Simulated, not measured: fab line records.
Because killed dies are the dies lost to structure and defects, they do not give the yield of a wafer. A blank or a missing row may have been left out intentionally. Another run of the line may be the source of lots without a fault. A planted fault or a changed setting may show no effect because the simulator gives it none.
fab line records | flow sky130
record: lots: 6 | wafers: 18 | last-day: 50
route steps=708 shown CONTACT@418 METAL1@434 PAD_OPEN@708
lots that met no fault: taken from a fault-free run of the same line
start-h: hours from the record's first day to the start of the lot's first wafer shown | wait-h: hours from the lot's prior step to this one | " the same as in the row above | L1.1+2: one row covering several wafers at once | - either no value or no given start | * or withheld: withheld | < > ~ a bound
route shown NAME@n: NAME is a module with steps in the file, n the number in the route of the first one | usual: mean and standard deviation over wafers with no fault | same: alike in all rows | chamber/n: place in a boat | sites: readings site by site | _std_site: how widely they spread, as a standard deviation | _edge_site: mean of outer sites minus mean of inner sites | radius-mm: for every site, how far away it sits from the centre of the wafer | mask NAME#n: copy n | behind: the last tool/chamber to shape the wafer | hold: reason for holding the lot/hours on hold/outcome of the hold | device: the n, p or np transistor that did not switch | end of line: the tests these same wafers got at the end of their route | where a step has no rows: the recipe by itself | killed: dies lost to structure and defects at the first sort, not the wafer's yield | map: per-die view of a wafer (x killed, . not killed, _ where there is no die)
set.NAME: the setting that was run; set.NAME@STEP: the one run at that earlier step | model.NAME: the simulator's own value behind a step, which no gauge read
lots at selected steps of the route; one table per step, one row per wafer
services: from which hour (start-h, from the record's first day; less than 0 if before it) a tool's chamber was out of use, for how many hours, and why
== steps ==
step: SKY_CONTACT_PEB_12
recipe: peb-temp-c: withheld | peb-time-s: withheld | resist: KrF-thick
step: SKY_CONTACT_DEVELOP_13
recipe: develop-time-s: 60 | resist: KrF-thick | dev-temp-c: 21
step: SKY_CONTACT_CD_MEAS_14
recipe: target-cd-nm: 170
usual: cd-nm: 170.2/1.4
lot.wafer | tool      | chamber | start-h | wait-h | cd-nm
L943.2    | cd-sem-01 | -       | 766.07  | -      | 167.6
L943.3    | "         | -       | "       | "      | 167.4
L943.4    | "         | -       | "       | "      | 167.2
L948.1    | cd-sem-02 | -       | 796.06  | -      | 169.5
L948.4    | "         | -       | "       | "      | 171.2
L948.5    | "         | -       | "       | "      | 170.2
L949.1    | cd-sem-01 | -       | 806.39  | -      | 169.2
L949.2    | "         | -       | "       | "      | 171.8
L949.4    | "         | -       | "       | "      | 169.8
L957.1    | cd-sem-01 | -       | 860.24  | -      | 171.7
L957.5    | "         | -       | "       | "      | 170.1
L957.6    | "         | -       | "       | "      | 170.3
L962.1    | cd-sem-02 | -       | 901.14  | -      | 169.4
L962.3    | "         | -       | "       | "      | 170.3
L962.6    | "         | -       | "       | "      | 169.4
L963.4    | cd-sem-02 | -       | 902.22  | -      | 171.8
L963.5    | "         | -       | "       | "      | 171.0
L963.6    | "         | -       | "       | "      | 172.8
step: SKY_CONTACT_OVL_MEAS_15
usual: CONTACT_OVL: -1/5.1
lot.wafer | tool       | chamber | start-h | wait-h | CONTACT_OVL[nm]
L943.2    | overlay-02 | -       | 766.17  | 0.1    | 1
L943.3    | "          | -       | "       | "      | 8
L943.4    | "          | -       | "       | "      | 0
L948.1    | overlay-02 | -       | 796.18  | 0.1    | 0
L948.4    | "          | -       | "       | "      | 3
L948.5    | "          | -       | "       | "      | -6
L949.1    | overlay-02 | -       | 806.51  | 0.1    | 8
L949.2    | "          | -       | "       | "      | -1
L949.4    | "          | -       | "       | "      | -1
L957.1    | overlay-02 | -       | 860.36  | 0.1    | -4
L957.5    | "          | -       | "       | "      | 0
L957.6    | "          | -       | "       | "      | -6
L962.1    | overlay-02 | -       | 901.26  | 0.1    | 10
L962.3    | "          | -       | "       | "      | 13
L962.6    | "          | -       | "       | "      | 8
L963.4    | overlay-01 | -       | 902.30  | 0.1    | 1
L963.5    | "          | -       | "       | "      | 2
L963.6    | "          | -       | "       | "      | 3
step: SKY_CONTACT_ETCH_16
recipe: chemistry: N2/H2 | target: BARC | ion-energy-ev: 200 | source-w: 500 | bias-w: 100 | pressure-mtorr: 30 | n2-flow-sccm: 100 | h2-flow-sccm: 200 | stop-on: SiO2 | time-s: 45.9 | target-depth-a: 600
usual: drypump-motor-current-A: 5.7/0.38 | oes-product-au: 0.854/0.0047 | throttle-valve-pct: 13.225/0.0089
lot.wafer | tool        | chamber | start-h | wait-h | drypump-motor-current-A | oes-product-au | rf-hours-counter-h | throttle-valve-pct
L943.2    | rie-diel-03 | 0       | 766.20  | 0.0    | 5.9                     | 0.850          | 8                  | 13.216
L943.3    | "           | 2       | "       | "      | 5.6                     | 0.857          | 8                  | 13.223
L943.4    | "           | 1       | "       | "      | 6.1                     | 0.849          | -                  | 13.216
L948.1    | rie-diel-02 | 3       | 796.21  | 0.0    | 6.0                     | 0.858          | 15                 | 13.218
L948.4    | "           | 2       | "       | "      | 5.2                     | 0.856          | 33                 | 13.232
L948.5    | "           | 2       | "       | "      | 5.2                     | 0.851          | -                  | 13.224
L949.1    | rie-diel-03 | 0       | 806.55  | 0.0    | 5.9                     | 0.854          | 9                  | 13.232
L949.2    | "           | 1       | "       | "      | 6.1                     | 0.854          | 16                 | 13.221
L949.4    | "           | 3       | "       | "      | 6.5                     | 0.855          | 31                 | 13.214
L957.1    | rie-diel-01 | 3       | 860.40  | 0.0    | 5.4                     | 0.851          | 2                  | 13.216
L957.5    | "           | 3       | "       | "      | 5.4                     | 0.852          | -                  | 13.229
L957.6    | "           | 1       | "       | "      | 6.2                     | 0.856          | -                  | 13.234
L962.1    | rie-diel-01 | 3       | 901.30  | 0.0    | 5.4                     | 0.859          | 4                  | 13.215
L962.3    | "           | 2       | "       | "      | 5.3                     | 0.852          | 24                 | 13.210
L962.6    | "           | 0       | "       | "      | 5.5                     | 0.845          | -                  | 13.213
L963.4    | rie-diel-03 | 0       | 902.31  | 0.0    | 5.9                     | 0.865          | 13                 | 13.234
L963.5    | "           | 2       | "       | "      | 5.6                     | 0.852          | -                  | 13.234
L963.6    | "           | 3       | "       | "      | 6.5                     | 0.861          | -                  | 13.218
step: SKY_CONTACT_ETCH_17
recipe: target: SiO2 | chemistry: C4F8/O2/Ar | stop-on: Si3N4 | mask-material: KrF-thick | source-w: 1500 | bias-w: 1200 | pressure-mtorr: 40 | c4f8-flow-sccm: withheld | O2_flow_sccm: 6 | Ar_flow_sccm: 300 | time-s: withheld | target-depth-a: 3400
usual: oes-product-au: 0.891/0.0046
lot.wafer | tool        | chamber | start-h | wait-h | oes-product-au
L943.2    | rie-diel-03 | 0       | 766.25  | 0.0    | 0.886
L943.3    | "           | 2       | "       | "      | 0.891
L943.4    | "           | 1       | "       | "      | 0.890
L948.1    | rie-diel-02 | 3       | 796.25  | 0.0    | 0.888
L948.4    | "           | 2       | "       | "      | 0.887
L948.5    | "           | 2       | "       | "      | 0.893
L949.1    | rie-diel-03 | 0       | 806.59  | 0.0    | 0.886
L949.2    | "           | 1       | "       | "      | 0.895
L949.4    | "           | 3       | "       | "      | 0.892
L957.1    | rie-diel-01 | 3       | 860.44  | 0.0    | 0.893
L957.5    | "           | 3       | "       | "      | 0.887
L957.6    | "           | 1       | "       | "      | 0.897
L962.1    | rie-diel-01 | 3       | 901.34  | 0.0    | 0.899
L962.3    | "           | 2       | "       | "      | 0.892
L962.6    | "           | 0       | "       | "      | 0.896
L963.4    | rie-diel-03 | 0       | 902.36  | 0.0    | 0.895
L963.5    | "           | 2       | "       | "      | 0.886
L963.6    | "           | 3       | "       | "      | 0.889
step: SKY_CONTACT_ETCH_18
recipe: target: Si3N4 | chemistry: CHF3/O2 | stop-on: TiN | source-w: 600 | bias-w: 200 | pressure-mtorr: 40 | chf3-flow-sccm: 50 | O2_flow_sccm: 5 | time-s: 39 | target-depth-a: 750
usual: chf3-flow-sccm: 49.98/0.14 | drypump-motor-current-A: 5.7/0.37 | oes-product-au: 0.858/0.009 | throttle-valve-pct: 8.794/0.01
lot.wafer | tool        | chamber | start-h | wait-h | chf3-flow-sccm | drypump-motor-current-A | oes-product-au | rf-hours-counter-h | throttle-valve-pct
L943.2    | rie-diel-03 | 0       | -       | -      | 49.82          | 5.9                     | 0.869          | 8                  | 8.791
L943.3    | "           | 2       | "       | "      | 50.01          | 5.6                     | 0.858          | 8                  | 8.791
L943.4    | "           | 1       | "       | "      | 50.05          | 6.1                     | 0.865          | -                  | 8.795
L948.1    | rie-diel-02 | 3       | -       | -      | 49.86          | 5.9                     | 0.862          | 15                 | 8.795
L948.4    | "           | 2       | "       | "      | 50.07          | 5.2                     | 0.871          | 33                 | 8.778
L948.5    | "           | 2       | "       | "      | 50.01          | 5.2                     | 0.866          | -                  | 8.778
L949.1    | rie-diel-03 | 0       | -       | -      | 49.81          | 5.9                     | 0.862          | 9                  | 8.800
L949.2    | "           | 1       | "       | "      | 49.72          | 6.1                     | 0.863          | 16                 | 8.797
L949.4    | "           | 3       | "       | "      | 49.92          | 6.5                     | 0.865          | 31                 | 8.810
L957.1    | rie-diel-01 | 3       | -       | -      | 50.01          | 5.4                     | 0.853          | 2                  | 8.790
L957.5    | "           | 3       | "       | "      | 49.99          | 5.4                     | 0.855          | -                  | 8.802
L957.6    | "           | 1       | "       | "      | 49.94          | 6.2                     | 0.858          | -                  | 8.794
L962.1    | rie-diel-01 | 3       | -       | -      | 49.95          | 5.4                     | 0.848          | 4                  | 8.799
L962.3    | "           | 2       | "       | "      | 49.96          | 5.3                     | 0.843          | 24                 | 8.775
L962.6    | "           | 0       | "       | "      | 50.16          | 5.5                     | 0.856          | -                  | 8.794
L963.4    | rie-diel-03 | 0       | -       | -      | 50.14          | 5.9                     | 0.861          | 13                 | 8.794
L963.5    | "           | 2       | "       | "      | 50.10          | 5.6                     | 0.855          | -                  | 8.796
L963.6    | "           | 3       | "       | "      | 50.14          | 6.5                     | 0.859          | -                  | 8.787
step: SKY_CONTACT_STRIP_19
recipe: chemistry: O2/N2 | power-w: 1400 | pressure-mtorr: 1500 | platen-temp-c: withheld | o2-flow-sccm: 3000 | n2-flow-sccm: 300 | overash-fraction: 0.5
usual: drypump-motor-current-A: 5.46/0.21 | oes-product-au: 0.381/0.0048 | strip-time-to-endpoint-s: 3.63/0.044
same: overash-fraction: 0.5
lot.wafer | tool            | chamber | start-h | wait-h | drypump-motor-current-A | oes-product-au | rf-hours-counter-h | strip-time-to-endpoint-s
L943.2    | plasma-asher-03 | 1       | 766.34  | -      | 5.74                    | 0.384          | 34                 | 3.55
L943.3    | "               | 0       | "       | "      | 5.29                    | 0.380          | -                  | 3.62
L943.4    | "               | 1       | "       | "      | 5.70                    | 0.375          | -                  | 3.57
L948.1    | plasma-asher-04 | 0       | 796.34  | -      | 5.13                    | 0.389          | 91                 | 3.66
L948.4    | "               | 1       | "       | "      | 5.67                    | 0.382          | -                  | 3.61
L948.5    | "               | 1       | "       | "      | 5.66                    | 0.377          | -                  | 3.60
L949.1    | plasma-asher-01 | 0       | 806.68  | -      | 5.54                    | 0.377          | 70                 | 3.58
L949.2    | "               | 1       | "       | "      | 5.44                    | 0.373          | 70                 | 3.58
L949.4    | "               | 1       | "       | "      | 5.44                    | 0.374          | -                  | 3.63
L957.1    | plasma-asher-03 | 1       | 860.53  | -      | 5.67                    | 0.379          | 43                 | 3.57
L957.5    | "               | 0       | "       | "      | 5.31                    | 0.380          | -                  | 3.57
L957.6    | "               | 1       | "       | "      | 5.70                    | 0.389          | -                  | 3.62
L962.1    | plasma-asher-04 | 0       | 901.43  | -      | 5.14                    | 0.386          | 101                | 3.57
L962.3    | "               | 1       | "       | "      | 5.64                    | 0.375          | -                  | 3.65
L962.6    | "               | 1       | "       | "      | 5.65                    | 0.378          | -                  | 3.63
L963.4    | plasma-asher-04 | 0       | 902.48  | -      | 5.14                    | 0.387          | -                  | 3.63
L963.5    | "               | 0       | "       | "      | 5.12                    | 0.374          | -                  | 3.61
L963.6    | "               | 1       | "       | "      | 5.69                    | 0.384          | -                  | 3.65
step: SKY_CONTACT_STRIP_20
recipe: chemistry: post-etch-residue-remover | time-s: 1200 | temp-c: 72.5
step: SKY_CONTACT_CLEAN_21
recipe: chemistry: IPA | time-s: 180 | temp-c: 25
step: SKY_CONTACT_CLEAN_22
recipe: chemistry: O3/DIW | dry: n2-spin
step: SKY_CONTACT_SPUTTER_23
recipe: material: TiN | target-thk-nm: 20 | chamber-pressure-pa: 5 | power-w: 4000 | time-s: 80
usual: throttle-valve-pct: 29.7/0.8
lot.wafer | tool           | chamber | start-h | wait-h | throttle-valve-pct
L943.2    | pvd-sputter-04 | -       | 766.93  | 0.0    | 30.5
L943.3    | "              | -       | "       | "      | 28.7
L943.4    | "              | -       | "       | "      | 30.5
L948.1    | pvd-sputter-02 | -       | 796.97  | 0.0    | 29.0
L948.4    | "              | -       | "       | "      | 29.9
L948.5    | "              | -       | "       | "      | 29.2
L949.1    | pvd-sputter-04 | -       | 807.28  | 0.0    | 28.5
L949.2    | "              | -       | "       | "      | 30.4
L949.4    | "              | -       | "       | "      | 30.6
L957.1    | pvd-sputter-04 | -       | 861.13  | 0.0    | 28.8
L957.5    | "              | -       | "       | "      | 30.3
L957.6    | "              | -       | "       | "      | 29.8
L962.1    | pvd-sputter-02 | -       | 902.04  | 0.0    | 29.4
L962.3    | "              | -       | "       | "      | 29.6
L962.6    | "              | -       | "       | "      | 30.9
L963.4    | pvd-sputter-03 | -       | 903.04  | 0.0    | 28.1
L963.5    | "              | -       | "       | "      | 29.4
L963.6    | "              | -       | "       | "      | 28.0
step: SKY_CONTACT_CVD_24
recipe: material: W | target-thk-nm: 340 | time-s: 102.12 | temp-c: 400 | pressure-torr: 40
usual: heater-power-w: 869/51
lot.wafer | tool     | chamber | start-h | wait-h | heater-power-w | model.W_of_CONTACT_CVD_24.thk-nm
L943.2    | cvd-w-02 | 0       | 766.99  | 0.0    | 874            | 342.9
L943.3    | "        | 1       | "       | "      | 876            | 344.8
L943.4    | "        | 0       | "       | "      | 868            | 342
L948.1    | cvd-w-02 | 0       | 797.03  | 0.0    | 872            | 149.2
L948.4    | "        | 1       | "       | "      | 863            | 341.8
L948.5    | "        | 0       | "       | "      | 866            | 150.4
L949.1    | cvd-w-02 | 1       | 807.34  | 0.0    | 870            | 147.4
L949.2    | "        | 0       | "       | "      | 893            | 343.2
L949.4    | "        | 0       | "       | "      | 853            | 345.6
L957.1    | cvd-w-01 | 0       | 861.19  | 0.0    | 787            | 332
L957.5    | "        | 0       | "       | "      | 786            | 338
L957.6    | "        | 1       | "       | "      | 962            | 339.3
L962.1    | cvd-w-01 | 1       | 902.10  | 0.0    | 974            | 336.5
L962.3    | "        | 0       | "       | "      | 796            | 334.7
L962.6    | "        | 0       | "       | "      | 809            | 334.3
L963.4    | cvd-w-02 | 0       | 903.14  | 0.1    | 879            | 349
L963.5    | "        | 1       | "       | "      | 858            | 341.9
L963.6    | "        | 0       | "       | "      | 866            | 347.4
step: SKY_CONTACT_RS_MEAS_25
recipe: thk-meas-gauge: four-point-probe | reads: W_of_CONTACT_CVD_24+TiN_of_CONTACT_SPUTTER_23
usual: CONTACT_W_RS: 0.337/0.0045
lot.wafer | tool          | chamber | start-h | wait-h | CONTACT_W_RS[ohm/sq]
L943.2    | film-metro-01 | -       | 767.12  | 0.1    | 0.336
L943.3    | "             | -       | "       | "      | 0.334
L943.4    | "             | -       | "       | "      | 0.337
L948.1    | film-metro-01 | -       | 797.14  | 0.1    | 0.783
L948.4    | "             | -       | "       | "      | 0.337
L948.5    | "             | -       | "       | "      | 0.776
L949.1    | film-metro-03 | -       | 807.45  | 0.1    | 0.792
L949.2    | "             | -       | "       | "      | 0.335
L949.4    | "             | -       | "       | "      | 0.333
L957.1    | film-metro-01 | -       | 861.30  | 0.1    | 0.347
L957.5    | "             | -       | "       | "      | 0.340
L957.6    | "             | -       | "       | "      | 0.339
L962.1    | film-metro-01 | -       | 902.21  | 0.1    | 0.342
L962.3    | "             | -       | "       | "      | 0.344
L962.6    | "             | -       | "       | "      | 0.344
L963.4    | film-metro-01 | -       | 903.27  | 0.1    | 0.330
L963.5    | "             | -       | "       | "      | 0.337
L963.6    | "             | -       | "       | "      | 0.331
step: SKY_CONTACT_THK_MEAS_26
recipe: thk-meas-gauge: xrf | reads: W_of_CONTACT_CVD_24
usual: CONTACT_W_THK: 338/5.2
lot.wafer | tool          | chamber | start-h | wait-h | CONTACT_W_THK[nm]
L943.2    | film-metro-01 | -       | 767.23  | 0.1    | 340
L943.3    | "             | -       | "       | "      | 341
L943.4    | "             | -       | "       | "      | 339
L948.1    | film-metro-01 | -       | 797.26  | 0.1    | 148
L948.4    | "             | -       | "       | "      | 342
L948.5    | "             | -       | "       | "      | 149
L949.1    | film-metro-03 | -       | 807.57  | 0.1    | 146
L949.2    | "             | -       | "       | "      | 341
L949.4    | "             | -       | "       | "      | 342
L957.1    | film-metro-01 | -       | 861.42  | 0.1    | 332
L957.5    | "             | -       | "       | "      | 340
L957.6    | "             | -       | "       | "      | 340
L962.1    | film-metro-01 | -       | 902.33  | 0.1    | 337
L962.3    | "             | -       | "       | "      | 335
L962.6    | "             | -       | "       | "      | 333
L963.4    | film-metro-01 | -       | 903.36  | 0.1    | 347
L963.5    | "             | -       | "       | "      | 340
L963.6    | "             | -       | "       | "      | 347
step: SKY_CONTACT_CMP_27
recipe: stop-on: SiO2 | t-overpolish-s: 15 | down-force-psi: 3.5 | platen-rpm: 60 | target-thk-nm: 0 | pad-velocity-m-s: 0.94248
usual: motor-current-A: 11.7/1.1 | slurry-flow-ml-min: 150.0/0.46 | time-to-endpoint-s: 80/4.6
lot.wafer | tool   | chamber | start-h | wait-h | motor-current-A | slurry-flow-ml-min | time-to-endpoint-s
L943.2    | cmp-02 | 2       | 767.28  | 0.0    | 11.7            | 150.1              | 77
L943.3    | "      | 0       | "       | "      | 13.7            | 150.4              | 84
L943.4    | "      | 1       | "       | "      | 11.8            | 150.4              | 78
L948.4    | cmp-02 | 3       | 797.32  | 0.0    | 10.2            | 152.0              | 76
L948.1    | "      | 2       | "       | "      | 11.4            | 150.0              | 30
L948.5    | "      | 0       | "       | "      | 13.8            | 150.1              | 39
L949.2    | cmp-01 | 0       | 807.68  | 0.1    | 10.6            | 149.6              | 82
L949.1    | "      | 1       | "       | "      | 12.2            | 150.9              | 31
L949.4    | "      | 2       | "       | "      | 11.4            | 150.9              | 86
L957.1    | cmp-02 | 0       | 861.53  | 0.1    | 14.0            | 149.7              | 78
L957.6    | "      | 3       | "       | "      | 9.6             | 150.1              | 74
L957.5    | "      | 0       | "       | "      | 14.2            | 149.7              | 83
L962.3    | cmp-01 | 2       | 902.39  | 0.0    | 11.9            | 149.7              | 83
L962.1    | "      | 0       | "       | "      | 11.4            | 149.8              | 78
L962.6    | "      | 2       | "       | "      | 11.9            | 150.0              | 82
L963.4    | cmp-02 | 0       | 903.44  | 0.1    | 13.8            | 150.3              | 85
L963.5    | "      | 3       | "       | "      | 10.0            | 150.1              | 74
L963.6    | "      | 0       | "       | "      | 13.6            | 150.4              | 88
step: SKY_METAL1_SPUTTER_00
recipe: material: Ti | target-thk-nm: 15 | power-w: 3000 | time-s: 10 | chamber-pressure-pa: 0.4
step: SKY_PAD_OPEN_PROBE_99
usual: killed_at_M0_to_M3: 45/6.9 | killed_at_M4_up: 3.1/1.7 | killed-at-contacts: 24/5.7 | killed-at-front-end: 15/4.6 | killed-at-other: 0.3/0.57 | killed-dies: 87/10 | killed-open: 48/7.4 | killed-short: 39/6.7
same: gross-dies: 492 | killed-at-back-side: 0
lot.wafer | tool      | chamber | start-h | wait-h | killed_at_M0_to_M3 | killed_at_M4_up | killed-at-contacts | killed-at-front-end | killed-at-other | killed-dies | killed-open | killed-short
L943.2    | prober-02 | -       | 1100.46 | 0.1    | 53                 | 5               | 25                 | 17                  | 0               | 100         | 49          | 51
L943.3    | prober-02 | -       | 1100.51 | 0.2    | 39                 | 5               | 22                 | 13                  | 1               | 80          | 41          | 39
L943.4    | prober-02 | -       | 1100.56 | 0.2    | 54                 | 6               | 16                 | 10                  | 0               | 86          | 44          | 42
L948.1    | prober-02 | -       | 1120.71 | 0.1    | 34                 | 3               | 22                 | 26                  | 0               | 85          | 36          | 49
L948.4    | prober-02 | -       | 1120.86 | 0.2    | 42                 | 2               | 14                 | 19                  | 0               | 77          | 47          | 30
L948.5    | prober-02 | -       | 1120.91 | 0.2    | 45                 | 3               | 26                 | 24                  | 0               | 98          | 53          | 45
L949.1    | prober-01 | -       | 1134.07 | 0.1    | 44                 | 5               | 25                 | 21                  | 0               | 95          | 52          | 43
L949.2    | prober-01 | -       | 1134.12 | 0.1    | 42                 | 5               | 32                 | 18                  | 1               | 98          | 61          | 37
L949.4    | prober-01 | -       | 1134.22 | 0.2    | 43                 | 3               | 30                 | 17                  | 0               | 93          | 55          | 38
L957.1    | prober-01 | -       | 1169.31 | 0.1    | 47                 | 5               | 28                 | 17                  | 0               | 97          | 54          | 43
L957.5    | prober-01 | -       | 1169.51 | 0.2    | 38                 | 1               | 25                 | 16                  | 1               | 81          | 40          | 41
L957.6    | prober-01 | -       | 1169.56 | 0.2    | 43                 | 3               | 24                 | 11                  | 0               | 81          | 53          | 28
L962.1    | prober-02 | -       | 1196.02 | 0.1    | 50                 | 3               | 24                 | 10                  | 0               | 87          | 49          | 38
L962.3    | prober-02 | -       | 1196.12 | 0.2    | 49                 | 3               | 23                 | 17                  | 0               | 92          | 57          | 34
L962.6    | prober-02 | -       | 1196.27 | 0.2    | 52                 | 3               | 8                  | 17                  | 0               | 80          | 38          | 42
L963.4    | prober-01 | -       | 1197.72 | 0.2    | 36                 | 3               | 26                 | 10                  | 0               | 75          | 35          | 40
L963.5    | prober-01 | -       | 1197.77 | 0.2    | 43                 | 4               | 28                 | 6                   | 0               | 81          | 45          | 36
L963.6    | prober-01 | -       | 1197.82 | 0.2    | 54                 | 5               | 19                 | 22                  | 0               | 100         | 58          | 42
killed by level:class
L943.2 VIA1:geometric-particle:open=12 CONTACT:geometric-particle:short=11 METAL1:geometric-particle:short=8 CONTACT:geometric-particle:open=6 VIA2:geometric-particle:open=6 VIA1:geometric-particle:short=5 VIA3:geometric-particle:short=5 FIELD_ISO:geometric-particle:open=4
L943.3 CONTACT:geometric-particle:open=10 VIA3:geometric-particle:open=8 LI_CONTACT:geometric-particle:open=6 METAL1:geometric-particle:short=6 VIA1:geometric-particle:short=6 FIELD_ISO:geometric-particle:short=5 METAL4:geometric-particle:short=5 VIA2:geometric-particle:open=4
L943.4 METAL2:geometric-particle:short=11 VIA1:geometric-particle:short=9 VIA1:geometric-particle:open=9 CONTACT:geometric-particle:open=8 VIA3:geometric-particle:open=7 METAL1:geometric-particle:short=5 LI_CONTACT:geometric-particle:open=5 VIA3:geometric-particle:short=4
L948.1 POLY_GATE:geometric-particle:open=8 FIELD_ISO:geometric-particle:short=7 CONTACT:geometric-particle:open=6 METAL2:geometric-particle:short=6 FIELD_ISO:geometric-particle:open=5 POLY_GATE:geometric-particle:short=5 LI_CONTACT:geometric-particle:open=5 METAL1:geometric-particle:short=5
L948.4 VIA1:geometric-particle:open=11 VIA3:geometric-particle:open=9 FIELD_ISO:geometric-particle:open=7 VIA2:geometric-particle:open=7 LOCAL_INTERCONNECT:geometric-particle:short=7 POLY_GATE:geometric-particle:open=4 FIELD_ISO:geometric-particle:short=3 CONTACT:geometric-particle:open=3
L948.5 VIA1:geometric-particle:open=10 CONTACT:geometric-particle:open=9 VIA3:geometric-particle:open=8 METAL1:geometric-particle:short=8 POLY_GATE:geometric-particle:open=7 VIA1:geometric-particle:short=7 CONTACT:geometric-particle:short=6 VIA2:geometric-particle:open=5
L949.1 VIA1:geometric-particle:open=13 CONTACT:geometric-particle:open=9 LI_CONTACT:geometric-particle:open=8 FIELD_ISO:geometric-particle:open=7 VIA2:geometric-particle:short=6 METAL2:geometric-particle:short=5 FIELD_ISO:geometric-particle:short=5 CONTACT:geometric-particle:short=5
L949.2 VIA1:geometric-particle:open=17 CONTACT:geometric-particle:open=12 FIELD_ISO:geometric-particle:open=7 VIA2:geometric-particle:open=7 LOCAL_INTERCONNECT:geometric-particle:short=6 CONTACT:geometric-particle:short=6 LI_CONTACT:geometric-particle:open=5 VIA1:geometric-particle:short=4
L949.4 VIA1:geometric-particle:open=17 CONTACT:geometric-particle:open=10 LI_CONTACT:geometric-particle:open=9 VIA1:geometric-particle:short=7 VIA3:geometric-particle:open=6 POLY_GATE:geometric-particle:short=5 FIELD_ISO:geometric-particle:short=4 LOCAL_INTERCONNECT:geometric-particle:short=4
L957.1 VIA1:geometric-particle:open=16 CONTACT:geometric-particle:open=14 METAL2:geometric-particle:short=8 CONTACT:geometric-particle:short=7 POLY_GATE:geometric-particle:open=6 POLY_GATE:geometric-particle:short=5 METAL1:geometric-particle:short=4 VIA1:geometric-particle:short=4
L957.5 VIA1:geometric-particle:open=10 CONTACT:geometric-particle:open=8 CONTACT:geometric-particle:short=7 FIELD_ISO:geometric-particle:open=6 METAL1:geometric-particle:short=6 FIELD_ISO:geometric-particle:short=5 VIA3:geometric-particle:short=4 LI_CONTACT:geometric-particle:open=4
L957.6 CONTACT:geometric-particle:open=13 VIA1:geometric-particle:open=11 VIA3:geometric-particle:open=10 METAL1:geometric-particle:short=6 VIA2:geometric-particle:open=5 POLY_GATE:geometric-particle:short=4 METAL4:geometric-particle:short=3 POLY_GATE:geometric-particle:open=3
L962.1 LI_CONTACT:geometric-particle:open=10 METAL2:geometric-particle:short=10 VIA3:geometric-particle:open=8 CONTACT:geometric-particle:open=7 VIA1:geometric-particle:open=7 METAL1:geometric-particle:short=6 VIA2:geometric-particle:open=6 VIA1:geometric-particle:short=5
L962.3 VIA1:geometric-particle:open=13 VIA2:geometric-particle:open=10 LI_CONTACT:geometric-particle:open=8 CONTACT:geometric-particle:open=8 FIELD_ISO:geometric-particle:open=7 VIA3:geometric-particle:open=6 METAL1:geometric-particle:short=5 POLY_GATE:geometric-particle:short=4
L962.6 VIA1:geometric-particle:open=13 METAL2:geometric-particle:short=7 SPACER:geometric-particle:short=6 VIA3:geometric-particle:open=6 METAL1:geometric-particle:short=5 VIA3:geometric-particle:short=4 METAL3:geometric-particle:short=4 POLY_GATE:geometric-particle:short=3
L963.4 CONTACT:geometric-particle:open=8 LI_CONTACT:geometric-particle:open=6 CONTACT:geometric-particle:short=6 VIA1:geometric-particle:short=6 VIA2:geometric-particle:open=6 FIELD_ISO:geometric-particle:short=5 METAL2:geometric-particle:short=5 LI_CONTACT:geometric-particle:short=4
L963.5 VIA3:geometric-particle:open=10 VIA1:geometric-particle:open=9 CONTACT:geometric-particle:open=8 METAL2:geometric-particle:short=7 LI_CONTACT:geometric-particle:open=6 CONTACT:geometric-particle:short=6 LI_CONTACT:geometric-particle:short=5 FIELD_ISO:geometric-particle:open=4
L963.6 VIA1:geometric-particle:open=11 VIA3:geometric-particle:open=10 POLY_GATE:geometric-particle:open=9 METAL2:geometric-particle:short=8 VIA2:geometric-particle:open=7 CONTACT:geometric-particle:open=6 VIA2:geometric-particle:short=6 LOCAL_INTERCONNECT:geometric-particle:short=5
== services ==
tool            | chamber | start-h | hours | kind
cmp-01          | -       | 744.33  | 4.0   | pm
cmp-01          | -       | 748.33  | 7.8   | pm
rie-diel-03     | 3       | 754.68  | 15.1  | repair
cvd-w-01        | 1       | 757.15  | 3.4   | repair
plasma-asher-04 | -       | 761.56  | 10.7  | repair
rie-diel-01     | 3       | 776.30  | 4.7   | repair
cvd-w-02        | -       | 804.69  | 0.3   | repair
plasma-asher-04 | -       | 806.85  | 2.8   | pm
rie-diel-03     | 2       | 809.57  | 9.7   | repair
rie-diel-03     | 1       | 812.28  | 15.3  | repair
rie-diel-02     | 2       | 830.67  | 4.1   | repair
rie-diel-03     | -       | 834.61  | 1.2   | repair
cmp-02          | -       | 839.33  | 0.5   | repair
plasma-asher-04 | -       | 843.59  | 2.9   | repair
rie-diel-02     | 1       | 845.75  | 3.2   | repair
rie-diel-01     | 2       | 853.08  | 7.4   | repair
rie-diel-03     | 0       | 866.18  | 6.6   | repair
cmp-02          | -       | 866.45  | 0.8   | repair
cmp-02          | -       | 870.16  | 0.2   | repair
rie-diel-01     | -       | 875.20  | 0.3   | repair
pvd-sputter-04  | -       | 880.82  | 6.8   | repair
plasma-asher-04 | -       | 890.12  | 5.9   | repair
cmp-02          | -       | 891.69  | 0.5   | repair
pvd-sputter-04  | -       | 901.89  | 15.8  | repair
== key ==
first-sign: step: SKY_CONTACT_RS_MEAS_25 | reading: CONTACT_W_RS | direction: up | sigmas: 99 | usual: 0.337 | struck: 0.784
effect: step: SKY_CONTACT_THK_MEAS_26 | reading: CONTACT_W_THK | direction: down | sigmas: 36 | usual: 338 | struck: 148
effect: step: SKY_CONTACT_CMP_27 | reading: time-to-endpoint-s | direction: down | sigmas: 10 | usual: * | struck: *
model-effect: step: SKY_CONTACT_CVD_24 | value: W_of_CONTACT_CVD_24.thk-nm | without: 343.8 | struck: 149
met-at SKY_CONTACT_CVD_24
struck-wafers L948.1,L948.5,L949.1
tester-left-out L948,L949
onset-between 766.99 797.03
fault: kind: process-parameter-drift | tool: cvd-w-02 | chamber: - | onset-h: 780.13 | steps: SKY_CONTACT_CVD_24 | channel: target-thk-nm | offset: -194.74 | shape: step | end-h: 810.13 | scope: struck-wafers-only | acts-in: these-recipes-only | stated: 340
tester-left-out: of these lots the tester's yield and bins aren't shown, on N5 and GAA mostly nor the transistor test; their killed dies are dies lost to structure and defects alone, not to doping, threshold or leakage, so they don't give the yield
